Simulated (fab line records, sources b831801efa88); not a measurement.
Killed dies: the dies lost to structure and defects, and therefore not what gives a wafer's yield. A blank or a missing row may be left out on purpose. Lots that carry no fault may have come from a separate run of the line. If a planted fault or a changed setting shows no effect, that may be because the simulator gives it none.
Which tool was responsible?    flow sky130    6 lots with 18 wafers sampled at 3 steps, on a route of 708 steps

WHAT THE GAUGES READ, wafer by wafer
SKY_METAL5_THK_MEAS_06: measures by xrf.
lot   measured      on             METAL5_ALCU_THK (nm)
L304  day 43 05:11  film_metro-03  1165 1172 1175
L306  day 44 11:55  film_metro-04  1165 1153 1171
L310  day 45 12:35  film_metro-03  1161 1154 1156
L317  day 46 20:23  film_metro-03  1155 1161 1139
L320  day 48 02:10  film_metro-04  1153 1150 1147
L322  day 48 05:18  film_metro-02  1176 1171 1176

TOOL THAT RAN EACH LOT (tool first, then ch and the chambers of the sampled wafers, then the start)
lot   SKY_FIELD_ISO_ETCH_14              SKY_METAL5_SPUTTER_03
L304  rie_diel-02 ch 2,3, day 2 17:07    pvd_sputter-02, day 43 05:00
L306  rie_diel-03 ch 1,2,3, day 3 01:55  pvd_sputter-04, day 44 11:41
L310  rie_diel-03 ch 0,1,2, day 4 06:00  pvd_sputter-02, day 45 12:24
L317  rie_diel-01 ch 1,2,3, day 5 13:04  pvd_sputter-04, day 46 20:12
L320  rie_diel-01 ch 0,2,3, day 6 03:48  pvd_sputter-04, day 48 01:58
L322  rie_diel-01 ch 0,1,3, day 6 13:10  pvd_sputter-01, day 48 05:07
- SKY_FIELD_ISO_ETCH_14: etches BARC in N2/H2, stops on SiO2, time 45.9 s, target depth 60 nm.
- SKY_METAL5_SPUTTER_03: material Ti, target thk 5 nm, time 3.3 s.

THE ANSWER, worked out from the rows above alone
Rule: the usual values come from the lots themselves. Put in order of their means at a reading, lots are off if they are a third of the lots or fewer, leave a main group of 4 or more, and stand apart from it by a gap of 3 or more times the standard deviation of the main group's means; of several such gaps the widest counts. A main group whose means are all the same, to the digits that the tables above print for the reading, isn't used. A lot without any number at a reading at which 4 lots or more have one is off too. All remaining lots with rows at the step are treated as sound.
None of the lots is off at any reading shown; this tells nothing.

WHAT HAD BEEN PUT IN BY THE SIMULATOR
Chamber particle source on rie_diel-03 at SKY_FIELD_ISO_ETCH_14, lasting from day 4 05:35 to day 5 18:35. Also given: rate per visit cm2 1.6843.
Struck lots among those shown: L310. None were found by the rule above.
